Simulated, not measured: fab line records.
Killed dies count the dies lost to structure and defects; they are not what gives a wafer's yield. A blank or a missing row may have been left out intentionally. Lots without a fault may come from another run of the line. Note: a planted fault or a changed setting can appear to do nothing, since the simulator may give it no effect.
fab line records	flow sky130
record: lots: 12	wafers: 35	last_day: 50
route steps=708 shown LOCAL_INTERCONNECT@398 CONTACT@406 PAD_OPEN@708
lots that met no fault: taken from a fault-free run of the same line
start_h: the number of hours between the record's first day and the start of the first shown wafer of the lot	wait_h: time in hours since the lot's previous step	" repeats the value in the row above	L1.1+2: a row that stands for several wafers	- either no value or no given start	* or withheld: withheld	< > ~ a bound
route shown NAME@n: NAME is a module with steps in the file, n the number in the route of the first one	usual: mean/standard deviation taken from wafers without a fault	same: alike in all rows	chamber/n: place in a boat	sites: readings site by site	_std_site: the values' standard deviation	_edge_site: mean of outer sites minus mean of inner sites	radius_mm: for every site, how far away it sits from the centre of the wafer	mask NAME#n: copy n	behind: tool/chamber where the wafer was last shaped	hold: cause of the lot's hold/its duration in hours/its outcome	device: names the non-switching transistor (n, p or np)	end of line: the same wafers' tests at the end of the route	a step given without rows: its recipe and nothing more	killed: dies lost to structure and defects at the first sort, not the wafer's yield	map: dies across one wafer; x = killed, . = not, _ = none there
set.NAME: the setting that was run; set.NAME@STEP: the one run at that earlier step	model.NAME: the simulator's own value behind a step, which no gauge read
one table for each step of the route and one row for each wafer, over a sample of lots
services: from which hour (start_h, from the record's first day; less than 0 if before it) a tool's chamber was out of use, for how many hours, and why
== steps ==
step: SKY_LOCAL_INTERCONNECT_CD_MEAS_11
recipe: target_cd_nm: 170
usual: cd_nm: 169.7/1.6
lot.wafer	tool	chamber	start_h	wait_h	cd_nm
L537.1	cd_sem-02	-	718.85	-	167.8
L537.3	"	-	"	"	169.7
L537.6	"	-	"	"	168.4
L540.2	cd_sem-01	-	736.98	-	169.4
L540.3	"	-	"	"	166.7
L540.4	"	-	"	"	167.0
L542.2	cd_sem-01	-	754.73	-	170.1
L542.3	"	-	"	"	168.1
L542.4	"	-	"	"	168.0
L543.1	cd_sem-01	-	760.81	-	167.2
L543.2	"	-	"	"	167.0
L543.3	"	-	"	"	167.2
L545.1	cd_sem-02	-	775.46	-	172.2
L545.2	"	-	"	"	171.2
L545.5	"	-	"	"	172.7
L546.1	cd_sem-01	-	784.62	-	170.2
L546.4	"	-	"	"	171.1
L546.5	"	-	"	"	171.2
L547.4	cd_sem-01	-	794.57	-	167.6
L547.5	"	-	"	"	169.1
L555.1	cd_sem-01	-	849.41	-	168.8
L555.3	"	-	"	"	170.9
L555.6	"	-	"	"	170.1
L557.1	cd_sem-02	-	860.51	-	170.6
L557.2	"	-	"	"	169.6
L557.4	"	-	"	"	170.4
L558.2	cd_sem-01	-	872.68	-	169.1
L558.3	"	-	"	"	169.0
L558.6	"	-	"	"	168.6
L559.1	cd_sem-02	-	875.31	-	168.4
L559.3	"	-	"	"	168.2
L559.5	"	-	"	"	166.5
L560.2	cd_sem-02	-	879.99	-	171.0
L560.3	"	-	"	"	171.9
L560.4	"	-	"	"	172.7
step: SKY_LOCAL_INTERCONNECT_OVL_MEAS_12
usual: LOCAL_INTERCONNECT_OVL: 0/6.6
lot.wafer	tool	chamber	start_h	wait_h	LOCAL_INTERCONNECT_OVL[nm]
L537.1	overlay-02	-	718.97	0.1	13
L537.3	"	-	"	"	11
L537.6	"	-	"	"	-2
L540.2	overlay-02	-	737.09	0.1	-9
L540.3	"	-	"	"	6
L540.4	"	-	"	"	-8
L542.2	overlay-01	-	754.84	0.1	7
L542.3	"	-	"	"	-1
L542.4	"	-	"	"	11
L543.1	overlay-02	-	760.93	0.1	-4
L543.2	"	-	"	"	2
L543.3	"	-	"	"	-9
L545.1	overlay-01	-	775.58	0.1	-8
L545.2	"	-	"	"	-4
L545.5	"	-	"	"	-8
L546.1	overlay-01	-	784.74	0.1	-6
L546.4	"	-	"	"	12
L546.5	"	-	"	"	1
L547.4	overlay-01	-	794.65	0.1	0
L547.5	"	-	"	"	-13
L555.1	overlay-01	-	849.53	0.1	-21
L555.3	"	-	"	"	-11
L555.6	"	-	"	"	1
L557.1	overlay-01	-	860.63	0.1	0
L557.2	"	-	"	"	7
L557.4	"	-	"	"	-2
L558.2	overlay-01	-	872.79	0.1	-5
L558.3	"	-	"	"	7
L558.6	"	-	"	"	-2
L559.1	overlay-01	-	875.43	0.1	5
L559.3	"	-	"	"	0
L559.5	"	-	"	"	3
L560.2	overlay-01	-	880.10	0.1	-1
L560.3	"	-	"	"	-6
L560.4	"	-	"	"	3
step: SKY_CONTACT_CVD_00
recipe: material: Si3N4	target_thk_nm: 75	temp_c: 400	time_s: withheld	rf_w: 450
usual: heater_power_w: 713/90
lot.wafer	tool	chamber	start_h	wait_h	heater_power_w
L537.1	pecvd-02	1	719.72	0.0	537
L537.3	"	2	"	"	659
L537.6	"	0	"	"	644
L540.2	pecvd-02	0	737.82	0.0	664
L540.3	"	2	"	"	590
L540.4	"	1	"	"	670
L542.2	pecvd-02	1	755.58	0.0	575
L542.3	"	0	"	"	638
L542.4	"	1	"	"	576
L543.1	pecvd-04	1	761.67	0.0	702
L543.2	"	0	"	"	575
L543.3	"	2	"	"	846
L545.1	pecvd-03	1	776.37	0.0	764
L545.2	"	2	"	"	744
L545.5	"	0	"	"	685
L546.1	pecvd-02	0	785.54	0.0	670
L546.4	"	1	"	"	604
L546.5	"	2	"	"	598
L547.4	pecvd-04	1	795.82	0.0	850
L547.5	"	1	"	"	843
L555.1	pecvd-04	2	850.31	0.0	734
L555.3	"	0	"	"	658
L555.6	"	2	"	"	729
L557.1	pecvd-02	0	861.39	0.0	617
L557.2	"	1	"	"	613
L557.4	"	1	"	"	603
L558.2	pecvd-04	2	873.52	0.0	842
L558.3	"	0	"	"	697
L558.6	"	2	"	"	847
L559.1	pecvd-03	1	876.21	0.0	832
L559.3	"	0	"	"	779
L559.5	"	1	"	"	806
L560.2	pecvd-02	1	880.87	0.0	608
L560.3	"	0	"	"	543
L560.4	"	1	"	"	627
step: SKY_CONTACT_CVD_24
recipe: material: W	target_thk_nm: 340	time_s: 102.12	temp_c: 400	pressure_torr: 40
usual: heater_power_w: 930/83
lot.wafer	tool	chamber	start_h	wait_h	heater_power_w
L537.1	cvd_w-01	1	748.95	0.0	852
L537.3	"	0	"	"	1057
L537.6	"	0	"	"	1054
L540.2	cvd_w-02	1	766.95	0.0	846
L540.3	"	0	"	"	945
L540.4	"	1	"	"	861
L542.2	cvd_w-02	1	784.10	0.0	866
L542.3	"	0	"	"	997
L542.4	"	1	"	"	858
L543.1	cvd_w-01	0	790.19	0.0	1045
L543.2	"	1	"	"	845
L543.3	"	1	"	"	866
L545.1	cvd_w-01	1	803.93	0.0	863
L545.2	"	0	"	"	1033
L545.5	"	1	"	"	845
L546.1	cvd_w-01	1	813.70	0.0	845
L546.4	"	1	"	"	860
L546.5	"	0	"	"	1062
L547.4	cvd_w-01	1	823.49	0.1	855
L547.5	"	0	"	"	1072
L555.1	cvd_w-01	0	877.23	0.0	1048
L555.3	"	1	"	"	847
L555.6	"	0	"	"	1041
L557.1	cvd_w-02	0	888.71	0.0	977
L557.2	"	1	"	"	868
L557.4	"	1	"	"	871
L558.2	cvd_w-01	1	900.43	0.0	834
L558.3	"	1	"	"	849
L558.6	"	1	"	"	871
L559.1	cvd_w-02	0	903.30	0.0	958
L559.3	"	1	"	"	839
L559.5	"	0	"	"	961
L560.2	cvd_w-02	1	907.56	0.0	870
L560.3	"	0	"	"	981
L560.4	"	1	"	"	879
step: SKY_CONTACT_RS_MEAS_25
recipe: thk_meas_gauge: four-point-probe	reads: W_of_CONTACT_CVD_24+TiN_of_CONTACT_SPUTTER_23
usual: CONTACT_W_RS: 0.341/0.0039
lot.wafer	tool	chamber	start_h	wait_h	CONTACT_W_RS[ohm/sq]
L537.1	film_metro-04	-	749.06	0.1	0.338
L537.3	"	-	"	"	0.337
L537.6	"	-	"	"	0.337
L540.2	film_metro-04	-	767.08	0.1	0.343
L540.3	"	-	"	"	0.343
L540.4	"	-	"	"	0.343
L542.2	film_metro-03	-	784.23	0.1	0.342
L542.3	"	-	"	"	0.339
L542.4	"	-	"	"	0.343
L543.1	film_metro-04	-	790.30	0.1	0.347
L543.2	"	-	"	"	0.339
L543.3	"	-	"	"	0.343
L545.1	film_metro-03	-	804.04	0.1	0.339
L545.2	"	-	"	"	0.336
L545.5	"	-	"	"	0.259
L546.1	film_metro-03	-	813.81	0.1	0.340
L546.4	"	-	"	"	0.260
L546.5	"	-	"	"	0.260
L547.4	film_metro-03	-	823.62	0.1	0.261
L547.5	"	-	"	"	0.262
L555.1	film_metro-02	-	877.34	0.1	0.344
L555.3	"	-	"	"	0.339
L555.6	"	-	"	"	0.341
L557.1	film_metro-02	-	888.82	0.1	0.339
L557.2	"	-	"	"	0.342
L557.4	"	-	"	"	0.344
L558.2	film_metro-02	-	900.56	0.1	0.339
L558.3	"	-	"	"	0.334
L558.6	"	-	"	"	0.335
L559.1	film_metro-04	-	903.41	0.1	0.345
L559.3	"	-	"	"	0.347
L559.5	"	-	"	"	0.344
L560.2	film_metro-02	-	907.69	0.1	0.350
L560.3	"	-	"	"	0.346
L560.4	"	-	"	"	0.345
step: SKY_CONTACT_THK_MEAS_26
recipe: thk_meas_gauge: xrf	reads: W_of_CONTACT_CVD_24
usual: CONTACT_W_THK: 355/6.3
lot.wafer	tool	chamber	start_h	wait_h	CONTACT_W_THK[nm]
L537.1	film_metro-04	-	749.18	0.1	353
L537.3	"	-	"	"	353
L537.6	"	-	"	"	354
L540.2	film_metro-04	-	767.19	0.1	349
L540.3	"	-	"	"	349
L540.4	"	-	"	"	346
L542.2	film_metro-03	-	784.34	0.1	350
L542.3	"	-	"	"	356
L542.4	"	-	"	"	350
L543.1	film_metro-04	-	790.42	0.1	345
L543.2	"	-	"	"	356
L543.3	"	-	"	"	349
L545.1	film_metro-03	-	804.16	0.1	358
L545.2	"	-	"	"	362
L545.5	"	-	"	"	477
L546.1	film_metro-03	-	813.93	0.1	359
L546.4	"	-	"	"	473
L546.5	"	-	"	"	479
L547.4	film_metro-03	-	823.71	0.1	478
L547.5	"	-	"	"	475
L555.1	film_metro-02	-	877.46	0.1	361
L555.3	"	-	"	"	367
L555.6	"	-	"	"	365
L557.1	film_metro-02	-	888.94	0.1	360
L557.2	"	-	"	"	353
L557.4	"	-	"	"	352
L558.2	film_metro-02	-	900.67	0.1	360
L558.3	"	-	"	"	365
L558.6	"	-	"	"	362
L559.1	film_metro-04	-	903.53	0.1	347
L559.3	"	-	"	"	347
L559.5	"	-	"	"	348
L560.2	film_metro-02	-	907.80	0.1	347
L560.3	"	-	"	"	352
L560.4	"	-	"	"	352
step: SKY_CONTACT_CMP_27
recipe: stop_on: SiO2	t_overpolish_s: 15	down_force_psi: 3.5	platen_rpm: 60	target_thk_nm: 0	pad_velocity_m_s: 0.94248
usual: motor_current_A: 11.1/1.1	slurry_flow_ml_min: 150.0/0.49	time_to_endpoint_s: 84/5.4
lot.wafer	tool	chamber	start_h	wait_h	motor_current_A	slurry_flow_ml_min	time_to_endpoint_s
L537.3	cmp-01	1	749.29	0.1	11.4	150.1	83
L537.1	"	2	"	"	11.0	149.9	88
L537.6	"	0	"	"	11.6	150.3	89
L540.3	cmp-02	2	767.24	0.0	9.8	149.5	86
L540.4	"	3	"	"	9.1	148.9	84
L540.2	"	1	"	"	10.7	149.1	80
L542.2	cmp-02	3	784.39	0.0	9.1	149.7	83
L542.3	"	1	"	"	11.0	149.7	76
L542.4	"	2	"	"	10.7	150.0	86
L543.3	cmp-01	0	790.53	0.1	11.9	149.5	82
L543.1	"	1	"	"	11.3	150.6	81
L543.2	"	2	"	"	11.7	150.7	86
L545.1	cmp-01	1	804.22	0.1	11.7	149.9	85
L545.2	"	3	"	"	12.4	150.2	77
L545.5	"	2	"	"	11.4	149.8	112
L546.4	cmp-02	3	814.04	0.1	9.3	150.4	114
L546.1	"	0	"	"	11.5	149.8	75
L546.5	"	3	"	"	8.8	150.6	112
L547.4	cmp-02	2	823.74	0.0	10.2	150.6	116
L547.5	"	3	"	"	8.7	150.0	109
L555.3	cmp-02	0	877.52	0.0	11.7	149.4	75
L555.1	"	3	"	"	8.7	150.1	85
L555.6	"	1	"	"	11.1	149.7	81
L557.4	cmp-01	0	889.00	0.0	12.2	149.7	82
L557.2	"	2	"	"	10.7	149.2	85
L557.1	"	3	"	"	12.2	149.5	74
L558.2	cmp-02	2	900.72	0.0	10.1	150.3	92
L558.3	"	3	"	"	8.7	150.0	89
L558.6	"	2	"	"	10.2	149.8	91
L559.1	cmp-02	0	903.77	0.2	12.1	150.3	76
L559.3	"	1	"	"	11.6	150.6	85
L559.5	"	0	"	"	12.2	150.1	79
L560.2	cmp-02	1	907.85	0.0	11.7	150.1	79
L560.3	"	2	"	"	10.1	150.3	89
L560.4	"	0	"	"	12.3	149.5	75
step: SKY_PAD_OPEN_PROBE_99
usual: killed_at_M0_to_M3: 43/6.7	killed_at_M4_up: 3.2/2.1	killed_at_contacts: 25/5.9	killed_at_front_end: 16/4.7	killed_at_other: 0.3/0.54	killed_dies: 87/9.8	killed_open: 47/6.7	killed_short: 40/6.5
same: gross_dies: 492	killed_at_back_side: 0
lot.wafer	tool	chamber	start_h	wait_h	killed_at_M0_to_M3	killed_at_M4_up	killed_at_contacts	killed_at_front_end	killed_at_other	killed_dies	killed_open	killed_short
L537.1	prober-02	-	1089.26	0.1	41	2	19	17	0	79	52	27
L537.3	prober-02	-	1089.36	0.2	41	5	26	10	0	82	40	42
L537.6	prober-02	-	1089.51	0.2	55	3	30	15	0	103	56	47
L540.2	prober-02	-	1101.56	0.1	42	5	27	14	0	88	45	43
L540.3	prober-02	-	1101.61	0.2	47	2	26	9	0	84	51	33
L540.4	prober-02	-	1101.66	0.2	40	0	21	18	0	79	48	31
L542.2	prober-01	-	1114.56	0.1	44	5	22	10	0	81	46	35
L542.3	prober-01	-	1114.61	0.2	50	9	25	7	0	91	42	49
L542.4	prober-01	-	1114.66	0.2	37	2	18	12	1	70	38	32
L543.1	prober-02	-	1119.24	0.1	42	7	27	6	0	82	45	36
L543.2	prober-02	-	1119.29	0.1	46	4	21	17	0	88	42	44
L543.3	prober-02	-	1119.34	0.2	63	0	22	14	0	99	60	38
L545.1	prober-02	-	1130.28	0.1	38	6	20	13	1	78	41	36
L545.2	prober-02	-	1130.33	0.1	34	3	32	13	1	83	41	42
L545.5	prober-02	-	1130.48	0.2	49	2	22	15	0	88	48	40
L546.1	prober-01	-	1137.29	0.1	50	2	13	16	0	81	35	46
L546.4	prober-01	-	1137.44	0.2	49	3	24	16	0	92	51	41
L546.5	prober-01	-	1137.49	0.2	43	0	26	16	0	85	51	34
L547.4	prober-02	-	1145.28	0.2	39	5	24	18	0	86	49	35
L547.5	prober-02	-	1145.33	0.2	47	8	29	13	0	97	43	53
L555.1	prober-02	-	1181.98	0.1	51	3	20	19	0	93	46	46
L555.3	prober-02	-	1182.08	0.2	41	2	21	20	0	84	43	41
L555.6	prober-02	-	1182.23	0.2	48	2	22	19	0	91	43	46
L557.1	prober-02	-	1188.85	0.1	40	4	22	15	0	81	41	40
L557.2	prober-02	-	1188.90	0.1	45	3	32	10	0	90	44	46
L557.4	prober-02	-	1189.00	0.2	45	2	31	8	0	86	46	40
L558.2	prober-01	-	1197.80	0.1	37	2	20	8	1	68	33	35
L558.3	prober-01	-	1197.85	0.2	43	5	17	12	1	78	39	39
L558.6	prober-01	-	1198.00	0.2	53	1	12	20	2	88	44	42
L559.1	prober-02	-	1198.95	0.1	40	3	10	16	0	69	30	37
L559.3	prober-02	-	1199.05	0.2	39	2	27	18	0	86	45	40
L559.5	prober-02	-	1199.15	0.2	42	2	21	19	0	84	43	41
L560.2	prober-01	-	1201.88	0.1	46	4	28	9	0	87	47	40
L560.3	prober-01	-	1201.93	0.2	40	3	35	15	0	93	53	40
L560.4	prober-01	-	1201.98	0.2	51	0	19	11	0	81	52	29
killed by level:class
L537.1 CONTACT:geometric_particle:open=14 METAL1:geometric_particle:short=9 VIA1:geometric_particle:open=8 POLY_GATE:geometric_particle:open=7 VIA2:geometric_particle:open=7 POLY_GATE:geometric_particle:short=4 VIA3:geometric_particle:open=4 FIELD_ISO:geometric_particle:open=3
L537.3 CONTACT:geometric_particle:open=13 METAL1:geometric_particle:short=8 METAL2:geometric_particle:short=8 LI_CONTACT:geometric_particle:open=6 VIA3:geometric_particle:open=6 POLY_GATE:geometric_particle:short=5 VIA1:geometric_particle:open=5 METAL4:geometric_particle:short=5
L537.6 LI_CONTACT:geometric_particle:open=10 VIA1:geometric_particle:open=10 CONTACT:geometric_particle:short=7 CONTACT:geometric_particle:open=7 VIA2:geometric_particle:open=6 METAL1:geometric_particle:short=6 METAL3:geometric_particle:short=6 VIA3:geometric_particle:open=6
L540.2 VIA1:geometric_particle:open=12 CONTACT:geometric_particle:open=10 FIELD_ISO:geometric_particle:open=6 CONTACT:geometric_particle:short=6 METAL1:geometric_particle:short=6 VIA1:geometric_particle:short=6 LOCAL_INTERCONNECT:geometric_particle:short=5 VIA2:geometric_particle:open=5
L540.3 VIA1:geometric_particle:open=16 CONTACT:geometric_particle:open=12 VIA2:geometric_particle:open=6 LI_CONTACT:geometric_particle:open=6 FIELD_ISO:geometric_particle:short=5 VIA1:geometric_particle:short=5 METAL2:geometric_particle:short=5 VIA3:geometric_particle:open=4
L540.4 VIA1:geometric_particle:open=10 CONTACT:geometric_particle:open=9 VIA3:geometric_particle:open=9 POLY_GATE:geometric_particle:short=5 POLY_GATE:geometric_particle:open=5 LI_CONTACT:geometric_particle:open=5 METAL2:geometric_particle:short=5 FIELD_ISO:geometric_particle:short=4
L542.2 LI_CONTACT:geometric_particle:open=10 VIA1:geometric_particle:short=10 VIA2:geometric_particle:open=9 CONTACT:geometric_particle:open=7 VIA3:geometric_particle:open=6 VIA1:geometric_particle:open=5 METAL4:geometric_particle:short=5 CONTACT:geometric_particle:short=4
L542.3 VIA1:geometric_particle:open=17 METAL1:geometric_particle:short=9 LI_CONTACT:geometric_particle:open=8 CONTACT:geometric_particle:short=7 METAL4:geometric_particle:short=6 VIA1:geometric_particle:short=5 LI_CONTACT:geometric_particle:short=4 VIA2:geometric_particle:open=4
L542.4 LI_CONTACT:geometric_particle:open=7 VIA3:geometric_particle:open=7 VIA2:geometric_particle:open=7 VIA1:geometric_particle:short=6 METAL1:geometric_particle:short=5 CONTACT:geometric_particle:open=5 VIA1:geometric_particle:open=4 FIELD_ISO:geometric_particle:open=3
L543.1 LI_CONTACT:geometric_particle:open=13 VIA1:geometric_particle:open=13 VIA3:geometric_particle:open=6 METAL4:geometric_particle:short=6 METAL2:geometric_particle:short=5 CONTACT:geometric_particle:short=5 LI_CONTACT:geometric_particle:short=5 METAL1:geometric_particle:short=5
L543.2 VIA1:geometric_particle:open=10 LI_CONTACT:geometric_particle:open=7 CONTACT:geometric_particle:open=7 METAL1:geometric_particle:short=6 METAL2:geometric_particle:short=6 VIA3:geometric_particle:open=5 VIA1:geometric_particle:short=5 POLY_GATE:geometric_particle:short=4
L543.3 VIA1:geometric_particle:open=15 METAL1:geometric_particle:short=11 VIA2:geometric_particle:open=10 CONTACT:geometric_particle:open=9 VIA3:geometric_particle:open=8 LI_CONTACT:geometric_particle:open=7 METAL2:geometric_particle:short=7 VIA1:geometric_particle:short=5
L545.1 VIA1:geometric_particle:open=9 VIA1:geometric_particle:short=8 FIELD_ISO:geometric_particle:open=5 CONTACT:geometric_particle:open=5 METAL1:geometric_particle:short=5 LOCAL_INTERCONNECT:geometric_particle:short=4 VIA2:geometric_particle:open=4 VIA3:geometric_particle:open=4
L545.2 LI_CONTACT:geometric_particle:open=10 LOCAL_INTERCONNECT:geometric_particle:short=7 CONTACT:geometric_particle:short=7 VIA1:geometric_particle:open=7 CONTACT:geometric_particle:open=6 METAL1:geometric_particle:short=6 POLY_GATE:geometric_particle:open=4 VIA3:geometric_particle:short=4
L545.5 VIA1:geometric_particle:open=11 LI_CONTACT:geometric_particle:open=9 CONTACT:geometric_particle:open=7 VIA2:geometric_particle:open=7 VIA1:geometric_particle:short=6 VIA3:geometric_particle:open=6 METAL1:geometric_particle:short=6 FIELD_ISO:geometric_particle:short=5
L546.1 VIA1:geometric_particle:short=9 VIA1:geometric_particle:open=9 VIA2:geometric_particle:short=6 METAL1:geometric_particle:short=5 METAL2:geometric_particle:short=5 POLY_GATE:geometric_particle:open=4 POLY_GATE:geometric_particle:short=4 CONTACT:geometric_particle:open=4
L546.4 VIA1:geometric_particle:open=17 CONTACT:geometric_particle:open=9 CONTACT:geometric_particle:short=8 VIA2:geometric_particle:open=7 FIELD_ISO:geometric_particle:open=5 FIELD_ISO:geometric_particle:short=4 POLY_GATE:geometric_particle:short=4 VIA1:geometric_particle:short=4
L546.5 VIA1:geometric_particle:open=15 CONTACT:geometric_particle:open=11 LI_CONTACT:geometric_particle:open=8 VIA2:geometric_particle:open=6 METAL1:geometric_particle:short=5 METAL3:geometric_particle:short=4 FIELD_ISO:geometric_particle:short=4 FIELD_ISO:geometric_particle:open=4
L547.4 VIA1:geometric_particle:open=12 CONTACT:geometric_particle:open=10 FIELD_ISO:geometric_particle:open=6 POLY_GATE:geometric_particle:open=5 LI_CONTACT:geometric_particle:open=5 METAL3:geometric_particle:short=5 VIA3:geometric_particle:open=5 CONTACT:geometric_particle:short=4
L547.5 VIA1:geometric_particle:open=12 LI_CONTACT:geometric_particle:open=11 METAL1:geometric_particle:short=8 LOCAL_INTERCONNECT:geometric_particle:short=6 CONTACT:geometric_particle:short=6 CONTACT:geometric_particle:open=6 VIA1:geometric_particle:short=5 METAL2:geometric_particle:short=5
L555.1 VIA1:geometric_particle:open=11 METAL1:geometric_particle:short=8 VIA3:geometric_particle:open=7 CONTACT:geometric_particle:open=7 METAL2:geometric_particle:short=7 METAL3:geometric_particle:short=6 FIELD_ISO:geometric_particle:short=5 POLY_GATE:geometric_particle:open=5
L555.3 VIA1:geometric_particle:open=12 VIA2:geometric_particle:open=7 FIELD_ISO:geometric_particle:short=6 CONTACT:geometric_particle:open=6 POLY_GATE:geometric_particle:short=5 LOCAL_INTERCONNECT:geometric_particle:short=5 VIA3:geometric_particle:open=5 METAL2:geometric_particle:short=5
L555.6 LI_CONTACT:geometric_particle:open=10 VIA3:geometric_particle:open=9 VIA1:geometric_particle:open=8 METAL1:geometric_particle:short=8 METAL3:geometric_particle:short=7 POLY_GATE:geometric_particle:short=6 METAL2:geometric_particle:short=5 FIELD_ISO:geometric_particle:short=4
L557.1 VIA1:geometric_particle:open=11 LI_CONTACT:geometric_particle:open=6 VIA1:geometric_particle:short=6 VIA2:geometric_particle:open=6 CONTACT:geometric_particle:short=6 CONTACT:geometric_particle:open=6 FIELD_ISO:geometric_particle:open=5 FIELD_ISO:geometric_particle:short=5
L557.2 CONTACT:geometric_particle:open=10 LI_CONTACT:geometric_particle:open=9 VIA1:geometric_particle:open=9 METAL1:geometric_particle:short=7 CONTACT:geometric_particle:short=7 VIA3:geometric_particle:open=6 METAL2:geometric_particle:short=5 VIA2:geometric_particle:open=5
L557.4 VIA1:geometric_particle:open=12 CONTACT:geometric_particle:open=8 LI_CONTACT:geometric_particle:short=6 VIA2:geometric_particle:open=6 VIA3:geometric_particle:open=6 LI_CONTACT:geometric_particle:open=5 LOCAL_INTERCONNECT:geometric_particle:short=5 CONTACT:geometric_particle:short=5
L558.2 METAL2:geometric_particle:short=9 LI_CONTACT:geometric_particle:open=6 VIA1:geometric_particle:open=6 CONTACT:geometric_particle:open=5 VIA3:geometric_particle:open=5 CONTACT:geometric_particle:short=4 METAL1:geometric_particle:short=4 VIA2:geometric_particle:open=4
L558.3 VIA1:geometric_particle:open=7 VIA3:geometric_particle:open=7 LI_CONTACT:geometric_particle:open=6 METAL2:geometric_particle:short=5 VIA2:geometric_particle:open=5 VIA2:geometric_particle:short=5 FIELD_ISO:geometric_particle:short=4 VIA1:geometric_particle:short=4
L558.6 VIA1:geometric_particle:open=11 METAL1:geometric_particle:short=7 FIELD_ISO:geometric_particle:short=6 METAL2:geometric_particle:short=6 VIA3:geometric_particle:open=6 VIA2:geometric_particle:open=5 FIELD_ISO:geometric_particle:open=4 LI_CONTACT:geometric_particle:open=4
L559.1 METAL1:geometric_particle:short=8 VIA3:geometric_particle:open=6 METAL2:geometric_particle:short=5 VIA2:geometric_particle:open=5 VIA2:geometric_particle:short=4 POLY_GATE:geometric_particle:short=4 FIELD_ISO:geometric_particle:open=3 POLY_GATE:geometric_particle:open=3
L559.3 LI_CONTACT:geometric_particle:open=9 VIA1:geometric_particle:open=8 LOCAL_INTERCONNECT:geometric_particle:short=6 VIA2:geometric_particle:open=6 VIA3:geometric_particle:open=6 FIELD_ISO:geometric_particle:short=5 CONTACT:geometric_particle:short=5 CONTACT:geometric_particle:open=5
L559.5 VIA2:geometric_particle:open=12 FIELD_ISO:geometric_particle:open=7 CONTACT:geometric_particle:short=7 VIA1:geometric_particle:open=7 FIELD_ISO:geometric_particle:short=6 LI_CONTACT:geometric_particle:open=6 CONTACT:geometric_particle:open=5 VIA1:geometric_particle:short=5
L560.2 VIA1:geometric_particle:open=16 LI_CONTACT:geometric_particle:open=7 CONTACT:geometric_particle:open=7 CONTACT:geometric_particle:short=7 METAL1:geometric_particle:short=7 VIA1:geometric_particle:short=6 METAL2:geometric_particle:short=5 VIA2:geometric_particle:open=4
L560.3 VIA1:geometric_particle:open=10 CONTACT:geometric_particle:open=9 CONTACT:geometric_particle:short=8 LI_CONTACT:geometric_particle:open=7 METAL2:geometric_particle:short=6 LI_CONTACT:geometric_particle:short=5 LOCAL_INTERCONNECT:geometric_particle:short=5 VIA2:geometric_particle:open=5
L560.4 VIA1:geometric_particle:open=16 CONTACT:geometric_particle:open=10 METAL1:geometric_particle:short=9 VIA2:geometric_particle:open=8 POLY_GATE:geometric_particle:open=4 VIA1:geometric_particle:short=4 FIELD_ISO:geometric_particle:short=3 LI_CONTACT:geometric_particle:open=3
== services ==
tool	chamber	start_h	hours	kind
pecvd-02	-	720.39	2.8	pm
cvd_w-01	0	729.98	13.1	repair
cmp-02	-	733.73	2.4	repair
pecvd-02	-	734.36	0.9	repair
cvd_w-01	-	743.38	1.3	repair
cmp-02	-	744.00	4.0	pm
cmp-02	-	748.00	-	consumable_replace:conditioner
cmp-02	-	748.00	4.7	pm
pecvd-04	2	750.30	3.6	repair
cmp-02	-	764.18	1.1	repair
cmp-01	-	804.57	1.5	repair
pecvd-02	2	807.04	71.4	repair
cvd_w-01	-	814.51	0.9	repair
cmp-01	-	820.68	5.3	pm
pecvd-02	-	842.29	1.2	repair
pecvd-03	-	847.40	1.9	repair
cvd_w-02	-	861.73	2.0	repair
cvd_w-01	-	871.28	0.7	repair
cvd_w-01	-	877.99	6.9	pm
pecvd-03	-	883.59	0.7	repair
pecvd-02	-	890.60	2.1	repair
pecvd-04	-	892.76	0.3	repair
pecvd-02	-	894.51	6.0	pm
cvd_w-01	-	904.00	14.0	pm
== key ==
first_sign: step: SKY_CONTACT_RS_MEAS_25	reading: CONTACT_W_RS	direction: down	sigmas: 21	usual: 0.341	struck: 0.261
effect: step: SKY_CONTACT_THK_MEAS_26	reading: CONTACT_W_THK	direction: up	sigmas: 19	usual: 355	struck: 476
effect: step: SKY_CONTACT_CMP_27	reading: time_to_endpoint_s	direction: up	sigmas: 5.4	usual: *	struck: *
met_at SKY_CONTACT_CVD_24
struck_lots L545,L546,L547
struck_wafers L545.5,L546.4,L546.5,L547.4,L547.5
tester_left_out L545,L546,L547
not_acting_at SKY_LOCAL_INTERCONNECT_CD_MEAS_11,SKY_LOCAL_INTERCONNECT_OVL_MEAS_12,SKY_CONTACT_CVD_00
onset_between 790.19 803.93
fault: kind: process_parameter_drift	tool: cvd_w-01	chamber: -	onset_h: 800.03	steps: SKY_CONTACT_CVD_24	channel: target_thk_nm	offset: 100.74	shape: step	end_h: 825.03	scope: struck_wafers_only	acts_in: these_recipes_only	stated: 340
tester_left_out: of these lots the tester's yield and bins aren't shown, on N5 and GAA mostly nor the transistor test; their killed dies are dies lost to structure and defects alone, not to doping, threshold or leakage, so they don't give the yield
